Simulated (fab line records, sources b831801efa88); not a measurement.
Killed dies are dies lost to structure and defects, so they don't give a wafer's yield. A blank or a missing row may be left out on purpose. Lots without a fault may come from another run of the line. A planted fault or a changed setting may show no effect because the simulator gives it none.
Which tool did it? | flow gf180mcu | 13 lots, 39 wafers sampled, at 3 steps of a route of 602

WHAT THE GAUGES READ, wafer by wafer
GF_V5_RS_MEAS_24: measures by four-point-probe. Usual: V5_W_RS 0.329 ohm/sq, standard deviation 0.0035.
lot  | measured     | on            | V5_W_RS (ohm/sq)  | flag
L698 | day 27 07:10 | film_metro-04 | 0.332 0.324 0.326 |
L699 | day 27 18:38 | film_metro-03 | 0.329 0.327 0.329 |
L701 | day 28 11:21 | film_metro-02 | 0.328 0.329 0.328 |
L702 | day 28 16:59 | film_metro-03 | 0.323 0.320 0.325 |
L704 | day 29 09:56 | film_metro-03 | 0.330 0.331 0.332 |
L705 | day 29 14:16 | film_metro-04 | 0.326 0.325 0.322 |
L709 | day 30 15:44 | film_metro-03 | 0.336 0.329 0.335 |
L710 | day 30 20:37 | film_metro-03 | 0.327 0.326 0.329 |
L714 | day 32 02:50 | film_metro-03 | 0.328 0.328 0.331 |
L715 | day 32 03:32 | film_metro-04 | 0.330 0.328 0.329 |
L718 | day 33 02:25 | film_metro-03 | 0.328 0.329 0.327 |
L720 | day 33 07:36 | film_metro-04 | 0.333 0.329 0.331 |
L721 | day 33 21:25 | film_metro-02 | 0.326 0.328 0.325 |

WHICH TOOL RAN EACH LOT (tool, then ch and the chambers of the sampled wafers, then the start)
lot  | GF_V5_ETCH_16                      | GF_V5_SPUTTER_22
L698 | rie_diel-03 ch 0,2, day 27 06:13   | pvd_sputter-01, day 27 07:01
L699 | rie_diel-04 ch 1,2,3, day 27 17:42 | pvd_sputter-01, day 27 18:27
L701 | rie_diel-03 ch 0,2,3, day 28 10:27 | pvd_sputter-01, day 28 11:12
L702 | rie_diel-04 ch 0,3, day 28 15:58   | pvd_sputter-01, day 28 16:50
L704 | rie_diel-03 ch 0,2, day 29 09:01   | pvd_sputter-01, day 29 09:46
L705 | rie_diel-04 ch 1,3, day 29 13:22   | pvd_sputter-01, day 29 14:07
L709 | rie_diel-04 ch 0,1,2, day 30 14:43 | pvd_sputter-01, day 30 15:28
L710 | rie_diel-04 ch 0,2,3, day 30 19:43 | pvd_sputter-02, day 30 20:28
L714 | rie_diel-03 ch 2,3, day 32 01:54   | pvd_sputter-02, day 32 02:40
L715 | rie_diel-01 ch 0,1,3, day 32 02:37 | pvd_sputter-03, day 32 03:22
L718 | rie_diel-01 ch 0,1,3, day 33 01:31 | pvd_sputter-03, day 33 02:15
L720 | rie_diel-01 ch 1,2,3, day 33 06:39 | pvd_sputter-01, day 33 07:27
L721 | rie_diel-01 ch 2,3, day 33 20:25   | pvd_sputter-01, day 33 21:15
- GF_V5_ETCH_16: etches BARC in N2/H2.
- GF_V5_SPUTTER_22: material TiN, target thk 10 nm, time 40 s.

WHAT THE TOOLS THEMSELVES READ (means of the sampled wafers that have a number; where no wafer has one, the mark that the record gives instead)
GF_V5_ETCH_16. Usual: drypump_motor_current_A 5.6 A, standard deviation 0.57; oes_product_au 0.855 a.u., standard deviation 0.0046; throttle_valve_pct 13.224 %, standard deviation 0.0084.
lot  | tool        | drypump_motor_current_A (A) | oes_product_au (a.u.) | throttle_valve_pct (%) | flag
L698 | rie_diel-03 | 5.1                         | 0.854                 | 13.217                 |
L699 | rie_diel-04 | 6.0                         | 0.859                 | 13.222                 |
L701 | rie_diel-03 | 5.0                         | 0.853                 | 13.218                 |
L702 | rie_diel-04 | 5.5                         | 0.854                 | 13.225                 |
L704 | rie_diel-03 | 5.1                         | 0.852                 | 13.228                 |
L705 | rie_diel-04 | 5.9                         | 0.857                 | 13.218                 |
L709 | rie_diel-04 | 6.1                         | 0.854                 | 13.221                 |
L710 | rie_diel-04 | 5.8                         | 0.853                 | 13.229                 |
L714 | rie_diel-03 | 4.9                         | 0.852                 | 13.225                 |
L715 | rie_diel-01 | 5.4                         | 0.851                 | 13.220                 |
L718 | rie_diel-01 | 5.4                         | 0.856                 | 13.230                 |
L720 | rie_diel-01 | 5.7                         | 0.851                 | 13.227                 |
L721 | rie_diel-01 | 6.0                         | 0.857                 | 13.228                 |

GF_V5_SPUTTER_22. Usual: throttle_valve_pct 30.0 %, standard deviation 0.93.
lot  | tool           | throttle_valve_pct (%) | flag
L698 | pvd_sputter-01 | 30.4                   |
L699 | pvd_sputter-01 | 30.5                   |
L701 | pvd_sputter-01 | 30.3                   |
L702 | pvd_sputter-01 | 30.2                   |
L704 | pvd_sputter-01 | 30.4                   |
L705 | pvd_sputter-01 | 30.4                   |
L709 | pvd_sputter-01 | 30.3                   |
L710 | pvd_sputter-02 | 29.2                   |
L714 | pvd_sputter-02 | 28.9                   |
L715 | pvd_sputter-03 | 30.2                   |
L718 | pvd_sputter-03 | 29.2                   |
L720 | pvd_sputter-01 | 30.3                   |
L721 | pvd_sputter-01 | 30.6                   |

THE ANSWER, worked out from the rows above alone
Rule: a lot is off if the mean of its wafers that have a number lies more than 3 standard deviations from the usual mean. A lot without any number at a reading at which 4 lots or more have one is off too. The other lots that the step has rows for count as sound. The gauges are gone through in route order, then the tools' own readings, and for those a lot's mean is taken as printed above. The first step at which some lot is off is used, and at that step the reading that is off furthest; a lot without a number counts as furthest.
No lot is off at any reading shown: from this, nothing can be told.

WHAT THE SIMULATOR HAD PUT IN
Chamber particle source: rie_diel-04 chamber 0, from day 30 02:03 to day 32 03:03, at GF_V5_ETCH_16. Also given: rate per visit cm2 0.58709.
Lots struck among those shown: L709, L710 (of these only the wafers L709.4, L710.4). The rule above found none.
